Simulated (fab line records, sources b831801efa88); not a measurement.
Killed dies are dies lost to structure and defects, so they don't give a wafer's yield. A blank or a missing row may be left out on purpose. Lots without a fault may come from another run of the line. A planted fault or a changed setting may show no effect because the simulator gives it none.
Problem report in the 8D (eight disciplines) form, filled by code | flow sfq_line | the parts of the form that need people (team, actions taken, sign-off) are left out

1. THE PROBLEM
rf_fwd_power_W at SFQ_TRILAYER_I4_DEP_PECVD_099 reads a mean of 153.0 W on 2 wafers of 2 lots; wafers without a fault read 182.3 W with a standard deviation of 0.67. That is -44 standard deviations from the usual mean.
The step: deposits SiO2 from SiH4/N2O, time 111.11 s, target thk 500 nm.
First seen on wafer L893.3, day 53 18:33, on pecvd-01. The record holds 18 wafers of 6 lots with a number at this step. Rule for "out", or "out of limits": more than 4 standard deviations from the usual mean. The other wafers with a number count as sound.

2. WHAT IT IS AND WHAT IT IS NOT
question                    | is                | is not
which readings at this step | rf_fwd_power_W    | susceptor_temp_C, throttle_valve_pct
which lots                  | L893, L897        | L884, L890, L902, L904
which wafers of those lots  | L893.3, L897.6    | L893.2, L893.4, L897.3, L897.4
read on which tools         | pecvd-01          | pecvd-02
when                        | from day 53 18:33 | up to then (8 sound wafers); but 8 sound wafers of L897, L902, L904 came after

3. SUSPECTS, AND WHAT RULES EACH OUT
Counting: a tool at a process step up to the reading stays a suspect if it ran every lot that is out. Sound lots after the first of them don't rule it out here, since some wafers of a struck lot are sound.
- rie_metal-02 at SFQ_TRILAYER_M4_BARC_OPEN_METAL_ETCH_123 (etches BARC in O2, target depth 125 nm, time 41.7 s): kept. It ran every lot that is out, first L893 (day 53 17:20); its last sound lot up to then is L884 (day 49 09:04).
- rie_metal-02 at SFQ_TRILAYER_M4_ETCH_METAL_ETCH_096 (etches Nb in Cl2/Ar, stops on SiO2, target depth 240 nm, time 120 s): kept. It ran every lot that is out, first L893 (day 53 17:25); its last sound lot up to then is L884 (day 49 09:08).
- rie_metal-02 at SFQ_TRILAYER_M4_STRIP_STRIP_097 (strips in O2): kept. It ran every lot that is out, first L893 (day 53 17:35); its last sound lot up to then is L884 (day 49 09:15).
- pecvd-01 at SFQ_TRILAYER_I4_DEP_PECVD_099 (deposits SiO2 from SiH4/N2O, time 111.11 s, target thk 500 nm): kept. It ran every lot that is out, first L893 (day 53 18:33); its last sound lot up to then is L884 (day 49 10:02). Its own readings are out on those wafers: rf_fwd_power_W.
- Within pecvd-01 at SFQ_TRILAYER_I4_DEP_PECVD_099: the wafers that are out ran in chamber 1; their sound lot-mates ran in chamber 2.
Left after counting: rie_metal-02 at SFQ_TRILAYER_M4_BARC_OPEN_METAL_ETCH_123, rie_metal-02 at SFQ_TRILAYER_M4_ETCH_METAL_ETCH_096, rie_metal-02 at SFQ_TRILAYER_M4_STRIP_STRIP_097, pecvd-01 at SFQ_TRILAYER_I4_DEP_PECVD_099.

4. THE CAUSE (what the simulator had put in)
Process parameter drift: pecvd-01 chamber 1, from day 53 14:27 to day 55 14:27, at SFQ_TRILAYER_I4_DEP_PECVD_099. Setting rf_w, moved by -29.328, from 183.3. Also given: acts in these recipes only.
Counting left 4 suspects, and this tool is among them.

5. THE CHAIN OF EFFECTS, in route order
Each row: a reading whose mean over the struck wafers that have a number lies more than 3 standard deviations from the usual. Only readings for which the record gives a usual standard deviation are gone through. hours: the time from each lot's start at the first step in this table that gives one to its start at this step, as a median over the lots. sigmas: the change in usual standard deviations.
hours | step                          | reading        | usual   | on struck wafers | change | sigmas
0     | SFQ_TRILAYER_I4_DEP_PECVD_099 | rf_fwd_power_W | 182.3 W | 153.0            | -29.3  | -44
The process steps in it:
- SFQ_TRILAYER_I4_DEP_PECVD_099: deposits SiO2 from SiH4/N2O, time 111.11 s, target thk 500 nm.

6. WHAT WOULD HAVE CAUGHT IT SOONER
In this record the first reading out of limits was taken at day 53 18:33, 4 hours after the fault began at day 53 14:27.
